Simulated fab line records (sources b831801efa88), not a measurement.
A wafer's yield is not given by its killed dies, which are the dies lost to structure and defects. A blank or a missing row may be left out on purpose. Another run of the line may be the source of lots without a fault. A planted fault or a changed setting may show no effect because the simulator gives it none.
Which tool did it?	flow gf180mcu	14 lots, 42 wafers sampled, at 4 steps of a route of 602

== WHAT EACH GAUGE READ, for each wafer ==
GF_V2_THK_MEAS_01.
lot	measured	on	V2_CVD_00_THK (nm)
L343	day 19 04:08	filmMetro-02	604 602 598
L344	day 19 22:21	filmMetro-02	595 596 595
L346	day 20 14:08	filmMetro-04	599 593 608
L347	day 20 19:41	filmMetro-01	586 598 591
L348	day 21 01:28	filmMetro-01	605 592 602
L350	day 22 05:59	filmMetro-02	601 604 595
L351	day 22 07:35	filmMetro-02	593 597 594
L353	day 23 08:20	filmMetro-01	601 601 598
L357	day 24 11:35	filmMetro-04	597 598 595
L358	day 24 20:25	filmMetro-02	597 600 594
L359	day 25 04:47	filmMetro-01	594 593 599
L361	day 25 21:42	filmMetro-02	591 596 609
L365	day 26 22:49	filmMetro-02	600 595 590
L366	day 26 23:44	filmMetro-02	603 602 608

GF_M3_OVL_MEAS_15.
lot	measured	on	M3_OVL (nm)
L343	day 21 06:41	overlay-02	-4 -8 -13
L344	day 22 01:05	overlay-01	-5 -2 -6
L346	day 22 16:45	overlay-02	8 0 2
L347	day 22 21:05	overlay-02	-2 0 -6
L348	day 23 03:34	overlay-01	0 2 -14
L350	day 24 05:55	overlay-02	0 -3 0
L351	day 24 07:17	overlay-01	2 1 5
L353	day 25 06:56	overlay-02	12 12 8
L357	day 26 08:59	overlay-01	-3 -5 -4
L358	day 26 17:25	overlay-02	-5 -6 -7
L359	day 27 01:02	overlay-02	4 1 2
L361	day 27 16:44	overlay-02	-9 -12 -4
L365	day 28 16:50	overlay-02	-8 -7 -5
L366	day 28 18:01	overlay-02	8 -3 4

GF_V3_THK_MEAS_01.
lot	measured	on	V3_CVD_00_THK (nm)
L343	day 21 07:28	filmMetro-01	595 599 596
L344	day 22 02:01	filmMetro-02	599 599 594
L346	day 22 17:32	filmMetro-03	600 596 600
L347	day 22 21:52	filmMetro-01	597 601 595
L348	day 23 04:20	filmMetro-03	599 606 603
L350	day 24 06:43	filmMetro-03	594 596 599
L351	day 24 08:13	filmMetro-01	601 609 595
L353	day 25 07:46	filmMetro-02	610 609 601
L357	day 26 09:46	filmMetro-03	599 596 603
L358	day 26 18:14	filmMetro-01	597 600 599
L359	day 27 01:57	filmMetro-01	597 593 604
L361	day 27 17:31	filmMetro-02	601 609 599
L365	day 28 17:37	filmMetro-02	602 592 595
L366	day 28 18:47	filmMetro-01	605 606 601

== WHICH TOOL RAN EACH LOT (tool, then ch and the chambers of the sampled wafers, then the start) ==
lot	GF_M3_SPUTTER_04
L343	pvdSputter-04, day 20 06:49
L344	pvdSputter-04, day 21 00:19
L346	pvdSputter-03, day 21 16:47
L347	pvdSputter-04, day 21 21:52
L348	pvdSputter-03, day 22 03:50
L350	pvdSputter-01, day 23 07:19
L351	pvdSputter-01, day 23 08:41
L353	pvdSputter-04, day 24 09:13
L357	pvdSputter-04, day 25 11:41
L358	pvdSputter-04, day 25 20:02
L359	pvdSputter-04, day 26 04:20
L361	pvdSputter-04, day 26 20:17
L365	pvdSputter-03, day 27 21:35
L366	pvdSputter-01, day 27 22:32
- GF_M3_SPUTTER_04: material TiN, target thk 50 nm, time 41.7 s.

== WHAT THE TOOLS THEMSELVES READ (means of the sampled wafers that have a number; where no wafer has one, the mark that the record gives instead) ==
GF_M3_SPUTTER_04.
lot	tool	cathodeDcPowerW (W)	chamberPressurePa (Pa)	throttleValvePct (%)
L343	pvdSputter-04	6500.8	0.3997	30.1
L344	pvdSputter-04	6499.3	0.3997	30.8
L346	pvdSputter-03	6498.9	0.3999	29.4
L347	pvdSputter-04	6499.6	0.3998	30.4
L348	pvdSputter-03	6499.0	0.4001	29.8
L350	pvdSputter-01	6500.9	0.4004	30.5
L351	pvdSputter-01	6500.3	0.4000	30.3
L353	pvdSputter-04	6500.1	0.3993	30.9
L357	pvdSputter-04	6500.6	0.3996	30.4
L358	pvdSputter-04	6179.9	0.4003	30.0
L359	pvdSputter-04	6339.9	0.4005	30.4
L361	pvdSputter-04	6340.7	0.4005	30.4
L365	pvdSputter-03	6500.2	0.4000	30.4
L366	pvdSputter-01	6501.3	0.3997	30.4

== THE ANSWER, worked out from the rows above alone ==
Rule: usual is defined by the lots themselves. Put in order of their means at a reading, lots are off if they are a third of the lots or fewer, leave a main group of 4 or more, and stand apart from it by a gap of 3 or more times the standard deviation of the main group's means; of several such gaps the widest counts. The tables above print the reading to a certain number of digits; a main group whose means all agree to those digits is not used. A lot without any number at a reading at which 4 lots or more have one is off too. All remaining lots with rows at the step are treated as sound. The gauges are gone through in route order, then the tools' own readings, and for those a lot's mean is taken as printed above. At the first step where some lot is off, the reading lying furthest off is the one used; lots without a number count as furthest.
Off, at GF_M3_SPUTTER_04 on cathodeDcPowerW: L358, L359, L361. Mean 6500.1 W and standard deviation 0.76 in the main group.
If a tool, at that step or one of the process steps before it, ran each lot that is off and ran no sound lot following the first of them, it fits. One fits: GF_M3_SPUTTER_04 on pvdSputter-04. A fault onset in the window from L357 (day 25 11:41, its last sound lot) to L358 (day 25 20:02, its first lot off) fits.
On the lots that are off, the tool's own readings at GF_M3_SPUTTER_04 differ by more than 5 times the standard deviation of the sound lots' means, which bears it out; cathodeDcPowerW reads 6286.8 W there versus 6500.1 W on the sound lots.

== WHAT THE SIMULATOR HAD INSERTED ==
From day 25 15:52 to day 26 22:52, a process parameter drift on pvdSputter-04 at GF_M3_SPUTTER_04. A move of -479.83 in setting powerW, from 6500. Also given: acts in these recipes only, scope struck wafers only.
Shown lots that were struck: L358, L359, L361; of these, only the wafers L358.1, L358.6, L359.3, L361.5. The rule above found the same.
